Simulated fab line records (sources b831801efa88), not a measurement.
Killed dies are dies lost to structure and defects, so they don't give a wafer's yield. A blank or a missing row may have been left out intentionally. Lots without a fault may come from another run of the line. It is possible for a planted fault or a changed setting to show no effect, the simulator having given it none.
Which tool was responsible? + flow gf180mcu + Sampling: 13 lots, 39 wafers, 5 of 602 route steps

## WHAT THE GAUGES READ, wafer by wafer
GF_V3_OVL_MEAS_15.
| lot  | measured     | on         | V3_OVL (nm) |
|------|--------------|------------|-------------|
| L132 | day 22 11:58 | overlay-01 | 3 8 6       |
| L133 | day 22 16:53 | overlay-01 | 8 5 7       |
| L134 | day 23 02:44 | overlay-02 | -3 -3 -3    |
| L136 | day 24 01:29 | overlay-01 | 5 2 -1      |
| L138 | day 25 01:14 | overlay-02 | -3 2 12     |
| L139 | day 25 05:26 | overlay-01 | -4 4 -3     |
| L142 | day 26 01:56 | overlay-01 | 9 9 9       |
| L148 | day 27 21:52 | overlay-01 | -1 0 7      |
| L149 | day 28 01:55 | overlay-01 | 1 -5 7      |
| L151 | day 28 18:52 | overlay-02 | 0 8 4       |
| L153 | day 29 10:58 | overlay-02 | 3 2 -3      |
| L154 | day 29 13:41 | overlay-02 | 6 4 8       |
| L155 | day 29 15:59 | overlay-02 | 1 5 -4      |

GF_M4_RS_MEAS_05: the measuring method here is four-point-probe.
| lot  | measured     | on            | M4_ALCU_RS (ohm/sq)  |
|------|--------------|---------------|----------------------|
| L132 | day 22 13:35 | film_metro-04 | 0.0687 0.0695 0.0692 |
| L133 | day 23 03:38 | film_metro-01 | 0.0703 0.0700 0.0697 |
| L134 | day 23 05:27 | film_metro-03 | 0.0694 0.0691 0.0696 |
| L136 | day 24 03:07 | film_metro-04 | 0.0691 0.0693 0.0695 |
| L138 | day 25 02:53 | film_metro-03 | 0.0692 0.0697 0.0692 |
| L139 | day 25 07:05 | film_metro-04 | 0.0692 0.0693 0.0689 |
| L142 | day 26 03:33 | film_metro-04 | 0.0693 0.0697 0.0694 |
| L148 | day 27 23:49 | film_metro-01 | 0.0690 0.0693 0.0696 |
| L149 | day 28 03:32 | film_metro-03 | 0.0689 0.0685 0.0697 |
| L151 | day 28 20:31 | film_metro-04 | 0.0697 0.0696 0.0699 |
| L153 | day 29 12:37 | film_metro-03 | 0.0700 0.0702 0.0700 |
| L154 | day 29 15:20 | film_metro-04 | 0.0691 0.0693 0.0697 |
| L155 | day 29 17:37 | film_metro-04 | 0.0687 0.0692 0.0689 |

GF_V5_THK_MEAS_01.
| lot  | measured     | on            | V5_CVD_00_THK (nm) |
|------|--------------|---------------|--------------------|
| L132 | day 26 08:12 | film_metro-01 | 299.7 301.4 300.3  |
| L133 | day 26 21:31 | film_metro-02 | 295.3 297.6 295.7  |
| L134 | day 27 00:34 | film_metro-01 | 296.0 298.6 297.1  |
| L136 | day 27 20:01 | film_metro-01 | 301.3 302.0 298.7  |
| L138 | day 28 17:42 | film_metro-01 | 300.2 297.5 299.3  |
| L139 | day 28 21:07 | film_metro-01 | 357.6 298.9 297.1  |
| L142 | day 29 15:56 | film_metro-04 | 357.8 300.7 298.2  |
| L148 | day 31 06:49 | film_metro-02 | 299.3 297.9 295.4  |
| L149 | day 31 11:01 | film_metro-04 | 295.0 300.8 299.0  |
| L151 | day 32 01:19 | film_metro-02 | 301.7 297.2 300.0  |
| L153 | day 32 16:08 | film_metro-04 | 298.5 297.8 299.5  |
| L154 | day 32 18:16 | film_metro-01 | 300.8 300.9 298.6  |
| L155 | day 32 19:59 | film_metro-02 | 301.9 301.7 299.4  |

## WHAT TOOL EACH LOT RAN ON (gives the tool, then ch and the chambers of the sampled wafers, and finally the start)
| lot  | GF_V3_SPUTTER_21             | GF_V5_CVD_00                     |
|------|------------------------------|----------------------------------|
| L132 | pvd_sputter-04, day 22 12:40 | hdpcvd-02 ch 0,1, day 26 08:09   |
| L133 | pvd_sputter-03, day 22 17:34 | hdpcvd-01 ch 0,2, day 26 21:26   |
| L134 | pvd_sputter-04, day 23 03:25 | hdpcvd-01 ch 0,1,2, day 27 00:29 |
| L136 | pvd_sputter-02, day 24 02:13 | hdpcvd-02 ch 0,1, day 27 19:57   |
| L138 | pvd_sputter-03, day 25 01:55 | hdpcvd-01 ch 0,2, day 28 17:38   |
| L139 | pvd_sputter-03, day 25 06:10 | hdpcvd-01 ch 0,1,2, day 28 21:04 |
| L142 | pvd_sputter-03, day 26 02:37 | hdpcvd-01 ch 0,1,2, day 29 15:53 |
| L148 | pvd_sputter-03, day 27 22:44 | hdpcvd-02 ch 0,1,2, day 31 06:46 |
| L149 | pvd_sputter-03, day 28 02:37 | hdpcvd-02 ch 0,1,2, day 31 10:58 |
| L151 | pvd_sputter-04, day 28 19:36 | hdpcvd-02 ch 0,1,2, day 32 01:17 |
| L153 | pvd_sputter-03, day 29 11:42 | hdpcvd-02 ch 0,2, day 32 16:05   |
| L154 | pvd_sputter-04, day 29 14:24 | hdpcvd-02 ch 0,2, day 32 18:09   |
| L155 | pvd_sputter-03, day 29 16:41 | hdpcvd-02 ch 1,2, day 32 19:56   |
- GF_V3_SPUTTER_21: material Ti, target thk 15 nm, time 80.02 s.
- GF_V5_CVD_00: deposits SiO2, target thk 300 nm, time 50 s.

## WHAT THE TOOLS THEMSELVES READ (means of the sampled wafers that have a number; where no wafer has one, the mark that the record gives instead)
GF_V3_SPUTTER_21.
| lot  | tool           | throttle_valve_pct (%) |
|------|----------------|------------------------|
| L132 | pvd_sputter-04 | 30.5                   |
| L133 | pvd_sputter-03 | 30.0                   |
| L134 | pvd_sputter-04 | 29.9                   |
| L136 | pvd_sputter-02 | 28.6                   |
| L138 | pvd_sputter-03 | 29.5                   |
| L139 | pvd_sputter-03 | 29.5                   |
| L142 | pvd_sputter-03 | 29.2                   |
| L148 | pvd_sputter-03 | 29.6                   |
| L149 | pvd_sputter-03 | 29.7                   |
| L151 | pvd_sputter-04 | 30.0                   |
| L153 | pvd_sputter-03 | 29.6                   |
| L154 | pvd_sputter-04 | 30.3                   |
| L155 | pvd_sputter-03 | 29.5                   |

GF_V5_CVD_00.
| lot  | tool      | sih4_flow_sccm (sccm) |
|------|-----------|-----------------------|
| L132 | hdpcvd-02 | 59.79                 |
| L133 | hdpcvd-01 | 59.71                 |
| L134 | hdpcvd-01 | 60.05                 |
| L136 | hdpcvd-02 | 59.95                 |
| L138 | hdpcvd-01 | 59.97                 |
| L139 | hdpcvd-01 | 64.05                 |
| L142 | hdpcvd-01 | 64.10                 |
| L148 | hdpcvd-02 | 60.02                 |
| L149 | hdpcvd-02 | 59.95                 |
| L151 | hdpcvd-02 | 59.96                 |
| L153 | hdpcvd-02 | 59.93                 |
| L154 | hdpcvd-02 | 59.83                 |
| L155 | hdpcvd-02 | 59.88                 |

## THE ANSWER, worked out from the rows above alone
Rule: usual is defined by the lots themselves. Put in order of their means at a reading, lots are off if they are a third of the lots or fewer, leave a main group of 4 or more, and stand apart from it by a gap of 3 or more times the standard deviation of the main group's means; of several such gaps the widest counts. A main group whose means are all the same, to the digits that the tables above print for the reading, isn't used. A lot without any number at a reading at which 4 lots or more have one is off too. Any other lot the step has rows for is counted as sound. The gauges are gone through in route order, then the tools' own readings, and for those a lot's mean is taken as printed above. The first step at which some lot is off is used, and at that step the reading that is off furthest; a lot without a number counts as furthest.
Off: at GF_V5_THK_MEAS_01 (V5_CVD_00_THK), L139, L142. The main group: mean 299.0 nm, standard deviation 1.5.
If a tool, at a process step before that reading, ran all the lots that are off and no sound lot after the first of them, it fits. Not tried: the gauges at GF_V5_THK_MEAS_01; whatever is off there is also off at GF_V5_CVD_00, on other tools, and gauge error can't account for it. One fits: hdpcvd-01 at GF_V5_CVD_00. A fault onset in the window from L138 (day 28 17:38, its last sound lot) to L139 (day 28 21:04, its first lot off) fits.
The tool's own readings at GF_V5_CVD_00 bear it out: on the lots that are off they differ by more than 5 times the standard deviation of the sound lots' means. sih4_flow_sccm reads 64.07 sccm there against 59.91 sccm on the sound lots.

## WHAT WAS PUT IN BY THE SIMULATOR
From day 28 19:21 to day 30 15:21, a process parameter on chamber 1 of hdpcvd-01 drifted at GF_V5_CVD_00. A move of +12 in setting sih4_flow_sccm, from 60. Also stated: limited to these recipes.
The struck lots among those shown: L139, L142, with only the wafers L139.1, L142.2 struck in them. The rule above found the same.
